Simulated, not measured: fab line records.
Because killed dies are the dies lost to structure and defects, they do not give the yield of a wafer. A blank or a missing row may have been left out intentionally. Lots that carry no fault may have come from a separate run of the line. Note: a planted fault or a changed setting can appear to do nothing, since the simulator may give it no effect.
A single fault, viewed from 2 desks || flow sky130 || only its own numbers are on each desk; what lay behind them is given at the end

## FOR THE TOOL OWNER'S DESK: rieSi-02
The tool's own readings at SKY_FIELD_ISO_ETCH_17 (etches Si in HBr/Cl2/O2, target depth 342 nm, time 97.7 s): means of the sampled wafers that have a number, for each lot that ran on this tool. Marked OUT: a lot whose mean sits more than 4 standard deviations from the usual mean, which makes it out of limits; the brackets give that distance.
Columns: A = HBr_flow_sccm at SKY_FIELD_ISO_ETCH_17, usual 150.1 sccm; B = drypumpMotorCurrentA at SKY_FIELD_ISO_ETCH_17, usual 5.5 A; C = oesProductAu at SKY_FIELD_ISO_ETCH_17, usual 1.006 a.u.; D = throttleValvePct at SKY_FIELD_ISO_ETCH_17, usual 25.653 %
{"lot": "L972", "first seen here": "day 2 17:57", "A": 150.0, "B": 6.2, "C": 1.002, "D": 25.660}
{"lot": "L975", "first seen here": "day 3 06:13", "A": 150.2, "B": 6.2, "C": 1.004, "D": 25.655}
{"lot": "L987", "first seen here": "day 5 22:00", "A": 150.2, "B": 6.3, "C": "0.825 (-26) OUT", "D": "25.778 (+14) OUT"}
{"lot": "L989", "first seen here": "day 6 08:48", "A": 150.0, "B": 6.2, "C": "0.832 (-24) OUT", "D": "25.769 (+13) OUT"}
Finding of this desk: L987, L989 out of limits; the first was L987 at day 5 22:00, on oesProductAu at SKY_FIELD_ISO_ETCH_17. L972, L975: within limits.

## FROM THE METROLOGY DESK
Means of the sampled wafers that have a number, per lot and without regard to the tool the lot ran on: this is what the gauges read. Marked OUT: a lot whose mean sits more than 4 standard deviations from the usual mean, which makes it out of limits; the brackets give that distance.
Columns: A = cdNm at SKY_FIELD_ISO_CD_MEAS_13, usual 150.0 nm; B = FIELD_ISO_OXIDATION_01_THK at SKY_FIELD_ISO_THK_MEAS_23, usual 9.90 nm; C = FIELD_ISO_CVD_24_THK at SKY_FIELD_ISO_THK_MEAS_25, usual 594 nm
{"lot": "L972", "first seen here": "day 2 17:39", "A": 151.2, "B": 9.86, "C": 588}
{"lot": "L975", "first seen here": "day 3 05:53", "A": 149.8, "B": 9.74, "C": 588}
{"lot": "L987", "first seen here": "day 5 21:41", "A": 151.3, "B": 9.98, "C": 598}
{"lot": "L988", "first seen here": "day 6 00:32", "A": 150.5, "B": 10.05, "C": 591}
{"lot": "L989", "first seen here": "day 6 08:30", "A": 149.9, "B": 10.02, "C": 597}
{"lot": "L992", "first seen here": "day 6 23:27", "A": 146.6, "B": 9.97, "C": 589}
This desk's verdict: no lot among the 6 shows anything out of limits.

## TAKEN TOGETHER
The tool owner's desk had the chance to raise an alarm at day 5 22:00 on L987, L989.
The metrology desk saw nothing out of limits.
The metrology desk holds a record of L987, L989, inside its limits.
SKY_FIELD_ISO_ETCH_17 was run on rieSi-02 by each of the lots named.

## WHAT THE SIMULATOR PUT IN
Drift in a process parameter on rieSi-02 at SKY_FIELD_ISO_ETCH_17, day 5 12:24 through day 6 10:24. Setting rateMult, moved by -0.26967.
Struck lots among those shown: L987, L989.
Hours from the fault's start to each desk's first reading out of limits: the tool owner's desk, 10.
